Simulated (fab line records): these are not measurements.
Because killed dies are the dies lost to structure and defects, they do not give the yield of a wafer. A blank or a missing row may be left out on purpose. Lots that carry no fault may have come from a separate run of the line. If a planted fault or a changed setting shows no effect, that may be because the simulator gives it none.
fab line records	flow gf180mcu
record lots=24	wafers=72	lastDay=34
route steps=602 shown VT_IMPLANT@99 M3@424 M4@471 V4@502 V5@558 TOP_METAL@584
lots untouched by any fault: they come from a run of this same line in which no faults occurred
startH: the number of hours between the record's first day and the start of the first shown wafer of the lot	waitH: time in hours since the lot's previous step	" repeats the value in the row above	L1.1+2: a row that stands for several wafers	- no value, or no start given	* or withheld: withheld	< > ~ a bound
route shown NAME@n: NAME is a module with steps in the file, n the number in the route of the first one	usual: average and standard deviation across the fault-free wafers	same: alike in all rows	chamber/n: place in a boat	sites: readings site by site	_std_site: how widely they spread, as a standard deviation	_edge_site: outer sites' mean less inner sites'	radiusMm: for every site, how far away it sits from the centre of the wafer	mask NAME#n: copy n	behind: the last tool/chamber to shape the wafer	hold: the reason the lot was held/the length of the hold in hours/how it ended	device: which transistor (n, p or np) failed to switch	end of line: at the end of the route, the tests of the same wafers	a step given without rows: its recipe and nothing more	killed: dies that structure and defects cost at the first sort, which is not the same as the wafer's yield	map: dies across one wafer; x = killed, . = not, _ = none there
set.NAME: the setting as run; set.NAME@STEP: as run at that earlier step	model.NAME: the simulator's own value behind a step, which no gauge read
steps of the route over a sample of lots; a table a step, a row a wafer
services: from which hour (startH, from the record's first day; less than 0 if before it) a tool's chamber was out of use, for how many hours, and why
## steps
# step GF_VT_IMPLANT_STRIP_09
# recipe chemistry=O2/N2	powerW=1400	pressureMtorr=1500	platenTempC=250	o2FlowSccm=3000	n2FlowSccm=300	overashFraction=0.5
# usual drypumpMotorCurrentA=5.7/0.4	heaterPowerW=306/34	oesProductAu=0.715/0.0042	stripTimeToEndpointS=12.64/0.035
lot.wafer	tool	chamber	startH	waitH	drypumpMotorCurrentA	heaterPowerW	oesProductAu	rfHoursCounterH	stripTimeToEndpointS
L074.1	plasmaAsher-01	1	112.41	0.1	6.3	341	0.715	32	12.62
L074.4	"	1	"	"	6.3	341	0.710	-	12.65
L074.5	"	0	"	"	5.5	326	0.710	-	12.59
L075.3	plasmaAsher-01	0	116.20	0.1	5.5	324	0.709	-	12.66
L075.5	"	0	"	"	5.6	332	0.714	-	12.62
L075.6	"	1	"	"	6.3	345	0.717	-	12.64
L076.2	plasmaAsher-01	0	121.26	0.1	5.5	336	0.709	33	12.64
L076.4	"	0	"	"	5.5	322	0.719	-	12.60
L076.5	"	0	"	"	5.5	327	0.714	-	12.66
L077.1	plasmaAsher-02	1	128.46	0.1	5.5	313	0.714	48	12.71
L077.2	"	0	"	"	6.1	270	0.718	48	12.69
L077.4	"	1	"	"	5.5	309	0.716	-	12.67
L078.1	plasmaAsher-04	0	139.41	0.1	5.7	346	0.714	2	12.63
L078.2	"	1	"	"	5.1	253	0.720	2	12.64
L078.4	"	1	"	"	5.1	253	0.719	-	12.65
L079.1	plasmaAsher-01	0	140.64	0.1	5.5	328	0.713	36	12.58
L079.2	"	1	"	"	6.3	339	0.718	36	12.59
L079.4	"	1	"	"	6.3	339	0.718	-	12.56
L080.2	plasmaAsher-02	1	147.86	0.1	5.5	312	0.711	50	12.58
L080.5	"	0	"	"	6.1	268	0.725	-	12.66
L080.6	"	1	"	"	5.5	313	0.711	-	12.62
L081.1	plasmaAsher-01	0	152.56	0.1	5.5	323	0.712	37	12.70
L081.4	"	0	"	"	5.5	319	0.719	-	12.67
L081.6	"	1	"	"	6.4	335	0.721	-	12.66
L082.1	plasmaAsher-04	1	158.71	0.1	5.1	249	0.714	4	12.65
L082.4	"	1	"	"	5.1	254	0.716	-	12.65
L082.5	"	0	"	"	5.7	342	0.714	-	12.61
L083.1	plasmaAsher-02	0	165.91	0.1	6.1	268	0.719	52	12.69
L083.2	"	1	"	"	5.5	308	0.717	52	12.72
L083.4	"	1	"	"	5.5	315	0.716	-	12.70
L084.1	plasmaAsher-02	0	171.64	0.1	6.1	271	0.726	53	12.67
L084.4	"	0	"	"	6.1	260	0.712	-	12.67
L084.6	"	1	"	"	5.5	314	0.711	-	12.65
L085.2	plasmaAsher-02	0	178.61	0.1	6.1	259	0.705	54	12.69
L085.3	"	0	"	"	6.1	272	0.712	-	12.67
L085.4	"	1	"	"	5.5	315	0.713	-	12.65
L086.4	plasmaAsher-04	1	185.99	0.1	5.1	246	0.718	-	12.60
L086.5	"	1	"	"	5.1	247	0.711	-	12.64
L086.6	"	0	"	"	5.7	346	0.720	-	12.62
L087.1	plasmaAsher-01	0	190.31	0.1	5.5	328	0.720	42	12.72
L087.2	"	1	"	"	6.3	342	0.719	42	12.65
L087.3	"	0	"	"	5.6	329	0.715	-	12.63
L088.1	plasmaAsher-02	0	198.56	0.1	6.1	268	0.712	56	12.58
L088.2	"	1	"	"	5.5	311	0.714	56	12.61
L088.4	"	1	"	"	5.5	307	0.716	-	12.61
L089.3	plasmaAsher-04	0	207.64	0.1	5.7	346	0.717	-	12.62
L089.5	"	1	"	"	5.1	250	0.717	-	12.62
L089.6	"	0	"	"	5.7	349	0.715	-	12.65
L090.2	plasmaAsher-02	1	213.81	0.1	5.6	306	0.716	57	12.61
L090.4	"	0	"	"	6.1	268	0.715	-	12.61
L090.5	"	1	"	"	5.6	312	0.708	-	12.60
L091.1	plasmaAsher-02	0	216.66	0.1	6.1	272	0.716	57	12.62
L091.4	"	0	"	"	6.2	272	0.716	-	12.62
L091.6	"	0	"	"	6.1	275	0.706	-	12.64
L092.2	plasmaAsher-04	1	222.99	0.1	5.1	250	0.710	11	12.64
L092.4	"	0	"	"	5.7	344	0.716	-	12.62
L092.5	"	0	"	"	5.7	343	0.714	-	12.64
L093.1	plasmaAsher-02	1	231.04	0.1	5.5	316	0.711	59	12.65
L093.2	"	0	"	"	6.1	262	0.722	59	12.67
L093.5	"	1	"	"	5.5	314	0.712	-	12.66
L094.1	plasmaAsher-04	1	235.59	0.1	5.1	254	0.713	12	12.57
L094.4	"	0	"	"	5.7	354	0.718	-	12.57
L094.5	"	1	"	"	5.1	251	0.715	-	12.59
L095.1	plasmaAsher-02	1	240.46	0.1	5.6	312	0.719	60	12.61
L095.3	"	1	"	"	5.5	313	0.712	-	12.65
L095.6	"	1	"	"	5.5	319	0.716	-	12.66
L096.1	plasmaAsher-04	1	246.06	0.1	5.1	251	0.714	13	12.62
L096.5	"	0	"	"	5.7	348	0.720	-	12.63
L096.6	"	1	"	"	5.1	251	0.718	-	12.62
L097.2	plasmaAsher-01	1	253.41	0.1	6.3	341	0.717	48	12.60
L097.4	"	1	"	"	6.3	339	0.709	-	12.59
L097.6	"	0	"	"	5.5	323	0.717	-	12.61
# step GF_M3_OVL_MEAS_15
# usual M3_OVL=0/4.7
lot.wafer	tool	chamber	startH	waitH	M3_OVL[nm]
L074.1	overlay-01	-	485.84	0.1	-1
L074.4	"	-	"	"	7
L074.5	"	-	"	"	3
L075.3	overlay-02	-	498.65	0.1	-9
L075.5	"	-	"	"	-3
L075.6	"	-	"	"	-10
L076.2	overlay-02	-	500.64	0.1	-4
L076.4	"	-	"	"	-2
L076.5	"	-	"	"	3
L077.1	overlay-01	-	517.24	0.1	1
L077.2	"	-	"	"	4
L077.4	"	-	"	"	4
L078.1	overlay-01	-	530.99	0.1	-12
L078.2	"	-	"	"	-12
L078.4	"	-	"	"	-4
L079.1	overlay-01	-	532.14	0.1	3
L079.2	"	-	"	"	4
L079.4	"	-	"	"	5
L080.2	overlay-02	-	551.50	0.1	-1
L080.5	"	-	"	"	0
L080.6	"	-	"	"	0
L081.1	overlay-01	-	551.89	0.1	-5
L081.4	"	-	"	"	-6
L081.6	"	-	"	"	1
L082.1	overlay-02	-	558.02	0.1	6
L082.4	"	-	"	"	6
L082.5	"	-	"	"	1
L083.1	overlay-01	-	569.34	0.1	-4
L083.2	"	-	"	"	-9
L083.4	"	-	"	"	0
L084.1	overlay-01	-	580.74	0.1	-2
L084.4	"	-	"	"	-2
L084.6	"	-	"	"	5
L085.2	overlay-01	-	583.73	0.1	3
L085.3	"	-	"	"	-1
L085.4	"	-	"	"	11
L086.4	overlay-01	-	594.15	0.1	-5
L086.5	"	-	"	"	5
L086.6	"	-	"	"	-3
L087.1	overlay-01	-	597.04	0.1	-4
L087.2	"	-	"	"	-6
L087.3	"	-	"	"	1
L088.1	overlay-02	-	608.09	0.1	4
L088.2	"	-	"	"	1
L088.4	"	-	"	"	5
L089.3	overlay-01	-	619.05	0.1	-1
L089.5	"	-	"	"	-6
L089.6	"	-	"	"	5
L090.2	overlay-01	-	630.54	0.1	-8
L090.4	"	-	"	"	-6
L090.5	"	-	"	"	-9
L091.1	overlay-02	-	631.72	0.1	2
L091.4	"	-	"	"	5
L091.6	"	-	"	"	3
L092.2	overlay-02	-	635.59	0.1	1
L092.4	"	-	"	"	4
L092.5	"	-	"	"	5
L093.1	overlay-02	-	647.54	0.1	-1
L093.2	"	-	"	"	-1
L093.5	"	-	"	"	-6
L094.1	overlay-02	-	653.54	0.1	4
L094.4	"	-	"	"	0
L094.5	"	-	"	"	4
L095.1	overlay-01	-	656.47	0.1	1
L095.3	"	-	"	"	-2
L095.6	"	-	"	"	2
L096.1	overlay-02	-	661.99	0.1	-2
L096.5	"	-	"	"	-2
L096.6	"	-	"	"	5
L097.2	overlay-02	-	670.94	0.1	-2
L097.4	"	-	"	"	-1
L097.6	"	-	"	"	0
# step GF_M4_OVL_MEAS_15
# usual M4_OVL=-4/6
lot.wafer	tool	chamber	startH	waitH	M4_OVL[nm]
L074.1	overlay-02	-	534.67	0.1	-7
L074.4	"	-	"	"	-5
L074.5	"	-	"	"	-8
L075.3	overlay-02	-	547.38	0.1	-11
L075.5	"	-	"	"	-14
L075.6	"	-	"	"	0
L076.2	overlay-02	-	550.37	0.1	-13
L076.4	"	-	"	"	-7
L076.5	"	-	"	"	1
L077.1	overlay-01	-	566.47	0.1	-8
L077.2	"	-	"	"	-8
L077.4	"	-	"	"	-12
L078.1	overlay-02	-	578.19	0.1	6
L078.2	"	-	"	"	-5
L078.4	"	-	"	"	-2
L079.1	overlay-02	-	579.74	0.1	-3
L079.2	"	-	"	"	-8
L079.4	"	-	"	"	-1
L080.2	overlay-01	-	597.42	0.1	-11
L080.5	"	-	"	"	-15
L080.6	"	-	"	"	-6
L081.1	overlay-02	-	597.72	0.1	-12
L081.4	"	-	"	"	-8
L081.6	"	-	"	"	-2
L082.1	overlay-02	-	604.84	0.1	-15
L082.4	"	-	"	"	-3
L082.5	"	-	"	"	-13
L083.1	overlay-02	-	615.22	0.1	-6
L083.2	"	-	"	"	-6
L083.4	"	-	"	"	0
L084.1	overlay-02	-	624.37	0.1	1
L084.4	"	-	"	"	7
L084.6	"	-	"	"	3
L085.2	overlay-01	-	628.54	0.1	-12
L085.3	"	-	"	"	0
L085.4	"	-	"	"	-9
L086.4	overlay-02	-	638.08	0.1	-12
L086.5	"	-	"	"	2
L086.6	"	-	"	"	-4
L087.1	overlay-01	-	641.84	0.1	-2
L087.2	"	-	"	"	-10
L087.3	"	-	"	"	9
L088.1	overlay-02	-	652.34	0.1	-7
L088.2	"	-	"	"	3
L088.4	"	-	"	"	-9
L089.3	overlay-01	-	662.03	0.1	4
L089.5	"	-	"	"	4
L089.6	"	-	"	"	2
L090.2	overlay-01	-	672.54	0.1	-10
L090.4	"	-	"	"	-10
L090.5	"	-	"	"	5
L091.1	overlay-01	-	673.22	0.1	-3
L091.4	"	-	"	"	-10
L091.6	"	-	"	"	-8
L092.2	overlay-01	-	677.87	0.1	-12
L092.4	"	-	"	"	-13
L092.5	"	-	"	"	-2
L093.1	overlay-02	-	688.36	0.1	0
L093.2	"	-	"	"	-9
L093.5	"	-	"	"	5
L094.1	overlay-01	-	693.59	0.1	-12
L094.4	"	-	"	"	-9
L094.5	"	-	"	"	-3
L095.1	overlay-02	-	697.67	0.1	6
L095.3	"	-	"	"	3
L095.6	"	-	"	"	4
L096.1	overlay-02	-	702.76	0.1	-12
L096.5	"	-	"	"	-15
L096.6	"	-	"	"	-12
L097.2	overlay-01	-	711.58	0.1	-10
L097.4	"	-	"	"	-3
L097.6	"	-	"	"	-12
# step GF_V4_CMP_26
# recipe stopOn=SiO2	downForcePsi=3.5	platenRpm=60	tOverpolishS=15	targetThkNm=0	padVelocityMS=0.94248
# usual motorCurrentA=11.1/1.6	overpolishRunS=15.000/0.0094	slurryFilterDpKPa=13.50/0.15	timeToEndpointS=81/4.8
lot.wafer	tool	chamber	startH	waitH	motorCurrentA	overpolishRunS	slurryFilterDpKPa	timeToEndpointS
L074.4	cmp-01	2	559.56	0.0	9.4	15.000	13.36	83
L074.1	"	0	"	"	10.7	15.000	13.61	76
L074.5	"	3	"	"	8.4	14.987	13.38	81
L075.3	cmp-02	1	572.72	0.2	11.6	14.999	13.83	88
L075.5	"	3	"	"	11.3	14.985	13.72	84
L075.6	"	0	"	"	10.9	15.011	13.44	79
L076.4	cmp-02	1	574.98	0.1	11.9	14.995	13.50	81
L076.2	"	2	"	"	12.3	14.988	13.41	88
L076.5	"	2	"	"	12.1	14.997	13.62	87
L077.1	cmp-01	3	590.94	0.1	8.4	14.997	13.45	88
L077.2	"	0	"	"	11.0	15.004	13.68	81
L077.4	"	1	"	"	14.1	15.001	13.47	84
L078.4	cmp-02	0	601.98	0.0	10.8	15.000	13.69	81
L078.1	"	1	"	"	11.3	14.992	13.28	80
L078.2	"	2	"	"	12.2	15.009	13.38	90
L079.2	cmp-01	3	603.29	0.1	8.0	15.020	13.62	81
L079.1	"	0	"	"	11.1	14.986	13.45	77
L079.4	"	1	"	"	13.3	14.986	13.25	79
L080.2	cmp-01	2	621.10	0.1	9.9	15.008	13.55	80
L080.5	"	0	"	"	11.5	14.985	13.18	76
L080.6	"	1	"	"	13.5	14.995	13.70	74
L081.4	cmp-02	1	621.52	0.1	11.9	14.979	13.40	85
L081.1	"	3	"	"	11.3	14.998	13.64	85
L081.6	"	0	"	"	10.9	15.002	13.39	84
L082.4	cmp-01	2	627.90	0.1	9.4	15.005	13.53	83
L082.1	"	3	"	"	8.4	14.996	13.50	84
L082.5	"	2	"	"	9.6	15.016	13.61	82
L083.2	cmp-01	3	639.45	0.1	8.0	15.006	13.36	81
L083.1	"	0	"	"	11.3	14.980	13.44	75
L083.4	"	1	"	"	12.5	14.990	13.55	76
L084.4	cmp-02	1	646.57	0.1	11.3	15.000	13.37	84
L084.1	"	2	"	"	12.5	15.027	13.76	87
L084.6	"	0	"	"	11.7	14.993	13.33	76
L085.2	cmp-01	2	651.05	0.1	10.1	15.014	13.57	78
L085.4	"	3	"	"	8.6	15.005	13.43	82
L085.3	"	0	"	"	10.5	15.001	13.41	75
L086.4	cmp-02	3	659.73	0.0	11.3	15.005	13.45	84
L086.6	"	3	"	"	11.2	15.003	13.49	85
L086.5	"	0	"	"	11.0	14.997	13.41	83
L087.3	cmp-01	3	664.13	0.1	8.2	14.994	13.38	78
L087.1	"	0	"	"	10.3	14.999	13.53	76
L087.2	"	1	"	"	13.1	14.988	13.50	79
L088.1	cmp-01	1	673.98	0.1	14.2	14.995	13.57	74
L088.2	"	2	"	"	10.1	14.994	13.55	80
L088.4	"	0	"	"	10.9	15.000	13.64	70
L089.3	cmp-02	2	683.91	0.1	12.0	15.025	13.52	93
L089.6	"	1	"	"	12.0	15.005	13.39	87
L089.5	"	2	"	"	13.0	14.991	13.46	93
L090.2	cmp-01	3	693.67	0.0	8.4	15.004	13.24	88
L090.4	"	2	"	"	9.9	15.004	13.65	85
L090.5	"	0	"	"	11.0	15.003	13.34	76
L091.4	cmp-02	2	693.76	0.0	12.6	14.987	13.42	86
L091.1	"	0	"	"	11.7	14.989	13.48	76
L091.6	"	2	"	"	12.7	15.007	13.56	84
L092.4	cmp-02	3	699.38	0.1	11.3	15.004	13.57	82
L092.2	"	0	"	"	11.5	15.009	13.64	77
L092.5	"	2	"	"	12.0	15.018	13.71	88
L093.2	cmp-01	1	709.10	0.2	13.6	15.005	13.63	73
L093.1	"	3	"	"	8.7	14.992	13.58	81
L093.5	"	1	"	"	14.8	14.986	13.28	75
L094.1	cmp-02	3	713.97	0.1	10.8	15.003	13.52	82
L094.4	"	0	"	"	11.4	15.003	13.39	76
L094.5	"	3	"	"	11.0	15.003	13.32	81
L095.3	cmp-01	0	718.49	0.0	11.5	14.989	13.63	74
L095.1	"	2	"	"	10.2	15.004	13.39	80
L095.6	"	1	"	"	13.6	14.994	13.61	77
L096.1	cmp-01	3	723.56	0.2	8.2	14.992	13.30	82
L096.5	"	0	"	"	10.7	15.002	13.66	75
L096.6	"	1	"	"	13.7	14.983	13.49	80
L097.4	cmp-02	0	731.93	0.0	10.5	15.010	13.55	77
L097.2	"	3	"	"	10.6	14.996	13.62	80
L097.6	"	0	"	"	11.0	15.011	13.67	77
# step GF_V5_STRIP_18
# recipe chemistry=O2/N2	powerW=1400	pressureMtorr=1500	platenTempC=250	o2FlowSccm=3000	n2FlowSccm=300	overashFraction=0.5
# usual drypumpMotorCurrentA=5.7/0.42	heaterPowerW=310/33	oesProductAu=0.567/0.0051
lot.wafer	tool	chamber	startH	waitH	drypumpMotorCurrentA	heaterPowerW	oesProductAu	rfHoursCounterH
L074.1	plasmaAsher-01	1	624.90	-	6.4	341	0.560	88
L074.4	"	1	"	"	6.4	335	0.565	-
L074.5	"	1	"	"	6.3	339	0.560	-
L075.3	plasmaAsher-03	1	638.16	-	6.0	282	0.572	-
L075.5	"	0	"	"	5.9	314	0.574	-
L075.6	"	1	"	"	6.0	273	0.576	-
L076.2	plasmaAsher-01	0	639.41	-	5.5	319	0.569	89
L076.4	"	1	"	"	6.3	333	0.566	-
L076.5	"	1	"	"	6.3	336	0.572	-
L077.1	plasmaAsher-01	0	654.93	-	5.5	324	0.569	91
L077.2	"	1	"	"	6.4	347	0.563	91
L077.4	"	0	"	"	5.5	327	0.566	-
L078.1	plasmaAsher-04	1	664.48	-	5.1	251	0.572	56
L078.2	"	0	"	"	5.7	340	0.563	56
L078.4	"	1	"	"	5.1	256	0.571	-
L079.1	plasmaAsher-04	0	665.36	-	5.7	352	0.569	56
L079.2	"	1	"	"	5.1	255	0.568	56
L079.4	"	1	"	"	5.1	257	0.571	-
L081.1	plasmaAsher-03	0	681.97	-	5.9	313	0.561	101
L081.4	"	0	"	"	6.0	306	0.563	-
L081.6	"	1	"	"	6.0	284	0.559	-
L080.2	plasmaAsher-04	0	683.60	-	5.7	343	0.565	59
L080.5	"	0	"	"	5.7	349	0.574	-
L080.6	"	1	"	"	5.1	253	0.560	-
L082.1	plasmaAsher-04	1	688.60	-	5.1	258	0.565	59
L082.4	"	1	"	"	5.1	253	0.569	-
L082.5	"	0	"	"	5.7	342	0.565	-
L083.1	plasmaAsher-01	1	698.88	-	6.4	333	0.563	97
L083.2	"	0	"	"	5.5	326	0.569	97
L083.4	"	0	"	"	5.5	332	0.563	-
L084.1	plasmaAsher-03	1	704.96	-	6.0	280	0.568	104
L084.4	"	1	"	"	6.0	274	0.569	-
L084.6	"	1	"	"	6.0	277	0.564	-
L085.2	plasmaAsher-01	0	710.80	-	5.5	323	0.562	98
L085.3	"	1	"	"	6.4	334	0.569	-
L085.4	"	0	"	"	5.5	324	0.566	-
L086.4	plasmaAsher-01	0	718.09	-	5.5	325	0.566	-
L086.5	"	1	"	"	6.3	337	0.573	-
L086.6	"	0	"	"	5.5	321	0.568	-
L087.1	plasmaAsher-01	1	722.53	-	6.3	342	0.565	99
L087.2	"	0	"	"	5.5	320	0.566	99
L087.3	"	1	"	"	6.3	346	0.566	-
L088.1	plasmaAsher-04	0	731.76	-	5.7	341	0.566	63
L088.2	"	1	"	"	5.1	256	0.568	63
L088.4	"	0	"	"	5.7	346	0.566	-
L089.3	plasmaAsher-01	1	740.63	-	6.4	340	0.567	-
L089.5	"	1	"	"	6.4	331	0.567	-
L089.6	"	0	"	"	5.6	317	0.558	-
L090.2	plasmaAsher-01	1	749.25	-	6.3	340	0.580	103
L090.4	"	1	"	"	6.3	333	0.578	-
L090.5	"	0	"	"	5.5	325	0.561	-
L091.1	plasmaAsher-03	1	751.23	-	6.0	281	0.570	1
L091.4	"	0	"	"	6.0	310	0.575	-
L091.6	"	1	"	"	6.0	283	0.568	-
L092.2	plasmaAsher-03	0	753.78	-	6.0	310	0.568	1
L092.4	"	1	"	"	6.0	281	0.571	-
L092.5	"	1	"	"	6.0	284	0.569	-
L093.1	plasmaAsher-04	1	762.83	-	5.1	255	0.563	66
L093.2	"	0	"	"	5.7	351	0.566	66
L093.5	"	0	"	"	5.7	341	0.575	-
L094.1	plasmaAsher-04	1	766.88	-	5.1	254	0.570	67
L094.4	"	1	"	"	5.1	254	0.568	-
L094.5	"	1	"	"	5.1	257	0.571	-
L095.1	plasmaAsher-03	1	772.18	-	6.0	272	0.566	3
L095.3	"	0	"	"	5.9	316	0.564	-
L095.6	"	1	"	"	6.0	286	0.565	-
L096.1	plasmaAsher-04	0	776.23	-	5.7	345	0.575	68
L096.5	"	1	"	"	5.1	252	0.572	-
L096.6	"	0	"	"	5.7	352	0.572	-
L097.2	plasmaAsher-04	1	783.08	-	5.1	258	0.569	68
L097.4	"	0	"	"	5.7	353	0.561	-
L097.6	"	0	"	"	5.7	345	0.570	-
# step GF_TOP_METAL_STRIP_17
# recipe chemistry=O2/N2	powerW=1400	pressureMtorr=1500	platenTempC=250	o2FlowSccm=3000	n2FlowSccm=300	overashFraction=0.5
# usual drypumpMotorCurrentA=5.93/0.28	heaterPowerW=306/22	oesProductAu=0.711/0.0051	stripTimeToEndpointS=13.38/0.1
lot.wafer	tool	chamber	startH	waitH	drypumpMotorCurrentA	heaterPowerW	oesProductAu	rfHoursCounterH	stripTimeToEndpointS
L074.1	plasmaAsher-01	0	647.13	0.1	5.53	325	0.714	90	13.31
L074.4	"	0	"	"	5.53	324	0.719	-	13.49
L074.5	"	0	"	"	5.55	326	0.708	-	13.35
L075.3	plasmaAsher-01	0	659.28	0.1	5.50	330	0.709	-	13.48
L075.5	"	1	"	"	6.33	341	0.714	-	13.52
L075.6	"	0	"	"	5.53	322	0.707	-	13.42
L076.2	plasmaAsher-01	1	660.82	0.2	6.32	338	0.714	92	13.39
L076.4	"	0	"	"	5.55	331	0.701	-	13.32
L076.5	"	1	"	"	6.34	341	0.712	-	13.34
L077.1	plasmaAsher-03	0	675.73	0.1	5.97	315	0.721	100	13.50
L077.2	"	1	"	"	6.06	278	0.712	100	13.32
L077.4	"	0	"	"	5.93	312	0.708	-	13.31
L078.1	plasmaAsher-03	0	684.90	0.1	5.92	312	0.715	102	13.50
L078.2	"	1	"	"	6.03	278	0.710	102	13.42
L078.4	"	1	"	"	6.02	279	0.710	-	13.51
L079.1	plasmaAsher-03	0	686.30	0.1	5.92	310	0.717	102	13.64
L079.2	"	1	"	"	6.02	272	0.710	102	13.46
L079.4	"	1	"	"	6.03	285	0.707	-	13.52
L081.1	plasmaAsher-01	1	702.00	0.1	6.34	336	0.712	97	13.34
L081.4	"	0	"	"	5.51	321	0.699	-	13.30
L081.6	"	1	"	"	6.33	337	0.715	-	13.37
L080.2	plasmaAsher-02	1	703.75	0.1	5.52	297	0.707	28	13.43
L080.5	"	1	"	"	5.51	292	0.713	-	13.51
L080.6	"	0	"	"	6.14	282	0.703	-	13.27
L082.1	plasmaAsher-03	0	708.70	0.3	5.95	316	0.713	105	13.34
L082.4	"	0	"	"	5.95	304	0.707	-	13.29
L082.5	"	1	"	"	6.00	278	0.724	-	13.30
L083.1	plasmaAsher-02	1	719.15	0.3	5.53	294	0.714	30	13.33
L083.2	"	0	"	"	6.11	290	0.713	30	13.25
L083.4	"	1	"	"	5.50	294	0.713	-	13.21
L084.1	plasmaAsher-03	1	724.92	0.3	5.98	289	0.716	106	13.24
L084.4	"	1	"	"	6.01	277	0.710	-	13.24
L084.6	"	1	"	"	5.99	279	0.699	-	13.38
L085.2	plasmaAsher-03	1	730.55	0.1	6.02	280	0.704	107	13.18
L085.3	"	1	"	"	6.03	279	0.713	-	13.31
L085.4	"	0	"	"	5.97	307	0.714	-	13.27
L086.4	plasmaAsher-01	0	737.68	0.1	5.52	318	0.714	-	13.24
L086.5	"	1	"	"	6.31	340	0.708	-	13.23
L086.6	"	0	"	"	5.51	324	0.704	-	13.13
L087.1	plasmaAsher-01	1	741.40	0.1	6.35	344	0.709	102	13.29
L087.2	"	0	"	"	5.52	320	0.709	102	13.36
L087.3	"	1	"	"	6.31	335	0.717	-	13.32
L088.1	plasmaAsher-03	0	750.20	0.1	5.95	314	0.705	1	13.23
L088.2	"	1	"	"	6.03	272	0.700	1	13.37
L088.4	"	1	"	"	6.01	282	0.707	-	13.32
L089.3	plasmaAsher-02	0	758.88	0.1	6.13	288	0.707	-	13.28
L089.5	"	1	"	"	5.49	290	0.709	-	13.32
L089.6	"	0	"	"	6.12	282	0.714	-	13.30
L090.2	plasmaAsher-03	1	767.20	0.1	6.01	280	0.708	3	13.49
L090.4	"	1	"	"	6.02	280	0.708	-	13.42
L090.5	"	0	"	"	5.94	299	0.706	-	13.48
L091.1	plasmaAsher-01	0	769.79	0.1	5.53	329	0.709	105	13.41
L091.4	"	1	"	"	6.35	336	0.707	-	13.36
L091.6	"	0	"	"	5.53	324	0.703	-	13.27
L092.2	plasmaAsher-02	1	771.27	0.1	5.51	293	0.712	35	13.38
L092.4	"	1	"	"	5.53	284	0.717	-	13.46
L092.5	"	0	"	"	6.12	283	0.704	-	13.41
L093.1	plasmaAsher-03	0	780.20	0.1	5.93	298	0.709	4	13.49
L093.2	"	1	"	"	6.02	274	0.716	4	13.52
L093.5	"	0	"	"	5.95	303	0.714	-	13.52
L094.1	plasmaAsher-03	0	783.72	0.1	5.95	310	0.710	4	13.43
L094.4	"	1	"	"	6.03	279	0.719	-	13.51
L094.5	"	1	"	"	6.03	277	0.712	-	13.47
L095.1	plasmaAsher-01	0	789.40	0.1	5.55	322	0.716	107	13.41
L095.3	"	0	"	"	5.52	322	0.708	-	13.37
L095.6	"	0	"	"	5.54	318	0.711	-	13.45
L096.1	plasmaAsher-03	1	793.80	0.2	6.03	279	0.717	5	13.37
L096.5	"	0	"	"	5.92	310	0.705	-	13.43
L096.6	"	1	"	"	6.04	289	0.707	-	13.38
L097.2	plasmaAsher-02	0	800.11	0.2	6.17	286	0.716	38	13.51
L097.4	"	0	"	"	6.16	287	0.715	-	13.48
L097.6	"	0	"	"	6.13	287	0.702	-	13.49
## services
tool	chamber	startH	hours	kind
plasmaAsher-01	-	96.79	0.7	repair
plasmaAsher-04	-	97.65	2.1	repair
plasmaAsher-04	-	108.75	9.0	pm
plasmaAsher-04	-	118.84	0.4	repair
plasmaAsher-02	-	122.64	5.1	repair
plasmaAsher-03	-	167.27	14.6	pm
cmp-01	-	167.58	0.8	repair
plasmaAsher-02	-	174.17	0.6	repair
cmp-01	-	213.92	2.3	repair
cmp-01	-	232.00	4.0	pm
plasmaAsher-02	-	244.87	0.4	repair
plasmaAsher-02	-	306.18	2.8	pm
cmp-01	-	384.78	5.6	pm
plasmaAsher-02	-	421.26	9.0	pm
plasmaAsher-04	-	446.79	2.8	pm
cmp-01	-	458.06	1.1	repair
plasmaAsher-03	-	485.96	0.4	repair
plasmaAsher-01	-	621.51	2.8	pm
plasmaAsher-03	-	663.40	12.2	repair
plasmaAsher-02	-	673.40	15.6	pm
plasmaAsher-01	-	707.49	1.2	repair
plasmaAsher-04	-	709.19	2.6	repair
plasmaAsher-03	-	733.75	9.0	pm
plasmaAsher-02	-	785.74	0.8	repair
## key
fault none
